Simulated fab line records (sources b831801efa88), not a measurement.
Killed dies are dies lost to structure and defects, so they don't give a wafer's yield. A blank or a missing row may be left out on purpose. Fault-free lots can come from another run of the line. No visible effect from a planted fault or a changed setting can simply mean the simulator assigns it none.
Chamber matching ; flow sky130 ; SKY_CONTACT_ETCH_16 on rie-diel-04 has 4 sister chambers
The step etches BARC in N2/H2, stops on SiO2, time 45.9 s, target depth 60 nm. 8 wafers are shown with their chamber, then 11 later ones without.

## WAFERS WITH THEIR CHAMBER
wafer;chamber;drypump-motor-current-A (A);throttle-valve-pct (%)
L084.3;3;5.33;13.201
L084.4;1;5.21;13.243
L086.1;1;5.18;13.216
L086.4;0;4.98;13.243
L087.2;2;5.63;13.221
L087.3;3;5.35;13.241
L087.5;0;4.95;13.238
L092.1;2;5.65;13.221

## WAFERS MISSING THEIR CHAMBER
wafer;drypump-motor-current-A (A);throttle-valve-pct (%)
L092.4;5.19;13.220
L092.6;5.65;13.232
L093.2;5.62;13.215
L093.3;5.18;13.224
L093.5;5.34;13.229
L094.1;5.63;13.237
L094.2;5.18;13.241
L094.5;5.35;13.222
L097.2;4.98;13.222
L097.3;5.19;13.222
L097.4;5.36;13.236

## WHICH CHAMBER EACH ONE RAN IN
wafer;from the rows above;in truth
L092.4;1;1
L092.6;2;2
L093.2;2;2
L093.3;1;1
L093.5;3;3
L094.1;2;2
L094.2;1;1
L094.5;3;3
L097.2;0;0
L097.3;1;1
L097.4;3;3
Placed correctly: 11 of 11. Left unplaced by these rows: 0. Placed wrongly: 0.
How it was worked out, from the rows above alone: a wafer's distance from a chamber is the root of the sum, over the readings, of the square of ((its reading less the chamber's mean) divided by the reading's scatter). The wafer belongs to the nearest chamber; if the next one is less than 2 further off, it can't be placed. For every chamber, the mean is computed from those of its wafers that are shown. The scatter: the root of (the sum of the squares of (reading less its chamber's mean) over the shown wafers, divided by (wafers less chambers)).
